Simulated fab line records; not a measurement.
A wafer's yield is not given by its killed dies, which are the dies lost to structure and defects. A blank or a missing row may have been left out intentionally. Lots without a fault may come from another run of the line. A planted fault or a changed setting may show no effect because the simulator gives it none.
What tool caused it? || flow sky130 || Sampling: 14 lots, 42 wafers, 4 of 708 route steps

== WHAT EACH GAUGE READ, for each wafer ==
SKY_NWELL_THK_MEAS_02. Usual: NWELL_OXIDATION_THK typically reads 9.97 nm, with standard deviation 0.19.
{"lot": "L364", "measured": "day 2 13:11", "on": "filmMetro-04", "NWELL_OXIDATION_THK (nm)": "9.97 10.03 9.98", "flag": ""}
{"lot": "L365", "measured": "day 2 17:02", "on": "filmMetro-02", "NWELL_OXIDATION_THK (nm)": "9.48 9.43 9.84", "flag": ""}
{"lot": "L366", "measured": "day 2 20:52", "on": "filmMetro-04", "NWELL_OXIDATION_THK (nm)": "10.17 10.12 10.13", "flag": ""}
{"lot": "L367", "measured": "day 3 02:26", "on": "filmMetro-04", "NWELL_OXIDATION_THK (nm)": "10.11 10.21 10.14", "flag": ""}
{"lot": "L368", "measured": "day 3 08:16", "on": "filmMetro-02", "NWELL_OXIDATION_THK (nm)": "9.74 9.71 9.75", "flag": ""}
{"lot": "L369", "measured": "day 3 13:26", "on": "filmMetro-04", "NWELL_OXIDATION_THK (nm)": "9.63 9.63 9.44", "flag": ""}
{"lot": "L370", "measured": "day 3 18:53", "on": "filmMetro-01", "NWELL_OXIDATION_THK (nm)": "9.75 9.87 9.65", "flag": ""}
{"lot": "L371", "measured": "day 4 00:26", "on": "filmMetro-02", "NWELL_OXIDATION_THK (nm)": "9.98 9.90 9.97", "flag": ""}
{"lot": "L377", "measured": "day 5 07:21", "on": "filmMetro-02", "NWELL_OXIDATION_THK (nm)": "9.84 9.69 9.68", "flag": ""}
{"lot": "L380", "measured": "day 5 23:55", "on": "filmMetro-01", "NWELL_OXIDATION_THK (nm)": "9.94 10.07 10.06", "flag": ""}
{"lot": "L381", "measured": "day 6 04:51", "on": "filmMetro-04", "NWELL_OXIDATION_THK (nm)": "9.93 9.79 10.02", "flag": ""}
{"lot": "L385", "measured": "day 7 01:56", "on": "filmMetro-04", "NWELL_OXIDATION_THK (nm)": "9.98 10.18 10.15", "flag": ""}
{"lot": "L386", "measured": "day 7 05:44", "on": "filmMetro-04", "NWELL_OXIDATION_THK (nm)": "10.21 10.10 10.27", "flag": ""}
{"lot": "L387", "measured": "day 7 13:02", "on": "filmMetro-04", "NWELL_OXIDATION_THK (nm)": "10.15 10.11 10.01", "flag": ""}

SKY_POLY_GATE_CD_MEAS_22. Usual: cdNm reads 150.1 nm (standard deviation 2.3).
{"lot": "L364", "measured": "day 16 05:05", "on": "cdSem-02", "cdNm (nm)": "149.9 151.3 150.8", "flag": ""}
{"lot": "L365", "measured": "day 16 10:35", "on": "cdSem-01", "cdNm (nm)": "148.5 144.4 149.8", "flag": ""}
{"lot": "L366", "measured": "day 16 20:31", "on": "cdSem-02", "cdNm (nm)": "151.5 150.0 150.4", "flag": ""}
{"lot": "L367", "measured": "day 17 07:25", "on": "cdSem-01", "cdNm (nm)": "150.4 150.6 153.6", "flag": ""}
{"lot": "L368", "measured": "day 17 14:30", "on": "cdSem-01", "cdNm (nm)": "152.9 152.5 154.7", "flag": ""}
{"lot": "L369", "measured": "day 17 23:28", "on": "cdSem-01", "cdNm (nm)": "146.0 149.3 145.7", "flag": ""}
{"lot": "L370", "measured": "day 18 09:23", "on": "cdSem-01", "cdNm (nm)": "150.6 150.5 148.9", "flag": ""}
{"lot": "L371", "measured": "day 18 22:31", "on": "cdSem-02", "cdNm (nm)": "148.0 151.1 149.5", "flag": ""}
{"lot": "L377", "measured": "day 21 07:25", "on": "cdSem-01", "cdNm (nm)": "149.8 150.9 148.8", "flag": ""}
{"lot": "L380", "measured": "day 22 07:37", "on": "cdSem-01", "cdNm (nm)": "149.9 147.1 150.2", "flag": ""}
{"lot": "L381", "measured": "day 22 12:13", "on": "cdSem-01", "cdNm (nm)": "153.8 148.2 150.8", "flag": ""}
{"lot": "L385", "measured": "day 23 21:00", "on": "cdSem-02", "cdNm (nm)": "151.9 148.9 154.7", "flag": ""}
{"lot": "L386", "measured": "day 24 06:07", "on": "cdSem-02", "cdNm (nm)": "149.4 151.2 151.9", "flag": ""}
{"lot": "L387", "measured": "day 24 19:48", "on": "cdSem-02", "cdNm (nm)": "151.1 147.3 148.1", "flag": ""}

SKY_LDD_N_OVL_MEAS_07. Usual: LDD_N_OVL typically reads 0.9 nm, with standard deviation 1.2.
{"lot": "L364", "measured": "day 17 09:40", "on": "overlay-01", "LDD_N_OVL (nm)": "-0.9 0.0 0.6", "flag": ""}
{"lot": "L365", "measured": "day 17 15:27", "on": "overlay-02", "LDD_N_OVL (nm)": "0.4 2.2 2.7", "flag": ""}
{"lot": "L366", "measured": "day 18 01:10", "on": "overlay-01", "LDD_N_OVL (nm)": "1.6 0.5 -1.8", "flag": ""}
{"lot": "L367", "measured": "day 18 12:28", "on": "overlay-01", "LDD_N_OVL (nm)": "1.8 2.6 1.8", "flag": ""}
{"lot": "L368", "measured": "day 18 20:19", "on": "overlay-02", "LDD_N_OVL (nm)": "2.2 2.1 3.1", "flag": ""}
{"lot": "L369", "measured": "day 19 05:31", "on": "overlay-02", "LDD_N_OVL (nm)": "2.2 1.1 2.4", "flag": ""}
{"lot": "L370", "measured": "day 19 15:55", "on": "overlay-01", "LDD_N_OVL (nm)": "1.2 0.7 1.3", "flag": ""}
{"lot": "L371", "measured": "day 20 05:49", "on": "overlay-02", "LDD_N_OVL (nm)": "2.3 2.2 3.6", "flag": ""}
{"lot": "L377", "measured": "day 22 13:40", "on": "overlay-02", "LDD_N_OVL (nm)": "-0.2 -0.7 0.1", "flag": ""}
{"lot": "L380", "measured": "day 23 13:30", "on": "overlay-02", "LDD_N_OVL (nm)": "0.0 0.2 -0.7", "flag": ""}
{"lot": "L381", "measured": "day 23 18:28", "on": "overlay-01", "LDD_N_OVL (nm)": "-0.9 0.0 -0.4", "flag": ""}
{"lot": "L385", "measured": "day 25 02:13", "on": "overlay-01", "LDD_N_OVL (nm)": "1.4 0.3 1.7", "flag": ""}
{"lot": "L386", "measured": "day 25 11:21", "on": "overlay-02", "LDD_N_OVL (nm)": "1.7 -0.3 1.8", "flag": ""}
{"lot": "L387", "measured": "day 26 00:52", "on": "overlay-02", "LDD_N_OVL (nm)": "0.7 1.1 0.8", "flag": ""}

== TOOL THAT RAN EACH LOT (tool first, then ch and the chambers of the sampled wafers, then the start) ==
{"lot": "L364", "SKY_VT_ADJUST_HVTP_IMPLANT_09": "implanter-02 ch 0, day 6 01:26"}
{"lot": "L365", "SKY_VT_ADJUST_HVTP_IMPLANT_09": "implanter-02 ch 0, day 6 03:40"}
{"lot": "L366", "SKY_VT_ADJUST_HVTP_IMPLANT_09": "implanter-02 ch 0, day 6 10:22"}
{"lot": "L367", "SKY_VT_ADJUST_HVTP_IMPLANT_09": "implanter-02 ch 0, day 6 16:58"}
{"lot": "L368", "SKY_VT_ADJUST_HVTP_IMPLANT_09": "implanter-02 ch 0, day 6 23:01"}
{"lot": "L369", "SKY_VT_ADJUST_HVTP_IMPLANT_09": "implanter-01 ch 0, day 7 05:07"}
{"lot": "L370", "SKY_VT_ADJUST_HVTP_IMPLANT_09": "implanter-01 ch 0, day 7 12:28"}
{"lot": "L371", "SKY_VT_ADJUST_HVTP_IMPLANT_09": "implanter-01 ch 0, day 7 20:52"}
{"lot": "L377", "SKY_VT_ADJUST_HVTP_IMPLANT_09": "implanter-03 ch 0, day 9 09:31"}
{"lot": "L380", "SKY_VT_ADJUST_HVTP_IMPLANT_09": "implanter-03 ch 0, day 10 06:43"}
{"lot": "L381", "SKY_VT_ADJUST_HVTP_IMPLANT_09": "implanter-02 ch 0, day 10 11:55"}
{"lot": "L385", "SKY_VT_ADJUST_HVTP_IMPLANT_09": "implanter-03 ch 0, day 11 13:46"}
{"lot": "L386", "SKY_VT_ADJUST_HVTP_IMPLANT_09": "implanter-03 ch 0, day 11 19:40"}
{"lot": "L387", "SKY_VT_ADJUST_HVTP_IMPLANT_09": "implanter-03 ch 0, day 12 04:20"}
- SKY_VT_ADJUST_HVTP_IMPLANT_09

== WHAT THE TOOLS THEMSELVES READ (means of the sampled wafers that have a number; where no wafer has one, the mark that the record gives instead) ==
SKY_VT_ADJUST_HVTP_IMPLANT_09. Usual: beamEnergyKeV reads 149.99 (standard deviation 0.046).
{"lot": "L364", "tool": "implanter-02", "beamEnergyKeV": 150.03, "flag": ""}
{"lot": "L365", "tool": "implanter-02", "beamEnergyKeV": 149.92, "flag": ""}
{"lot": "L366", "tool": "implanter-02", "beamEnergyKeV": 149.99, "flag": ""}
{"lot": "L367", "tool": "implanter-02", "beamEnergyKeV": 150.00, "flag": ""}
{"lot": "L368", "tool": "implanter-02", "beamEnergyKeV": 150.01, "flag": ""}
{"lot": "L369", "tool": "implanter-01", "beamEnergyKeV": 150.00, "flag": ""}
{"lot": "L370", "tool": "implanter-01", "beamEnergyKeV": 150.02, "flag": ""}
{"lot": "L371", "tool": "implanter-01", "beamEnergyKeV": 149.98, "flag": ""}
{"lot": "L377", "tool": "implanter-03", "beamEnergyKeV": 149.97, "flag": ""}
{"lot": "L380", "tool": "implanter-03", "beamEnergyKeV": 149.96, "flag": ""}
{"lot": "L381", "tool": "implanter-02", "beamEnergyKeV": 149.97, "flag": ""}
{"lot": "L385", "tool": "implanter-03", "beamEnergyKeV": 164.29, "flag": "OFF"}
{"lot": "L386", "tool": "implanter-03", "beamEnergyKeV": 164.24, "flag": "OFF"}
{"lot": "L387", "tool": "implanter-03", "beamEnergyKeV": 164.24, "flag": "OFF"}

== THE ANSWER, worked out from the rows above alone ==
Rule: a lot counts as off when the mean over its wafers that have a number is more than 3 standard deviations away from the usual mean. Also off: a lot with no number at a reading for which 4 or more lots have one. All remaining lots with rows at the step are treated as sound. After the gauges, taken in route order, come the tools' own readings; for these a lot's mean is taken, as printed above. At the first step where some lot is off, the reading lying furthest off is the one used; lots without a number count as furthest.
Off, at SKY_VT_ADJUST_HVTP_IMPLANT_09 on beamEnergyKeV: L385, L386, L387.
A tool fits if, at that step or a process step before it, it ran every lot that is off, and no sound lot after the first of them. One fits: SKY_VT_ADJUST_HVTP_IMPLANT_09 on implanter-03. Its last sound lot is L380 (day 10 06:43), its first lot that is off L385 (day 11 13:46): a fault that began between those two fits.
The tool's own readings at SKY_VT_ADJUST_HVTP_IMPLANT_09 bear it out: on the lots that are off they differ by more than 5 times the standard deviation of the sound lots' means. beamEnergyKeV reads 164.26 there against 149.99 on the sound lots.

== WHAT WAS PUT IN BY THE SIMULATOR ==
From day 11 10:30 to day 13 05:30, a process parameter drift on implanter-03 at SKY_VT_ADJUST_HVTP_IMPLANT_09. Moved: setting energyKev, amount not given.
Shown lots that were struck: L385, L386, L387. The rule given above showed the same thing.
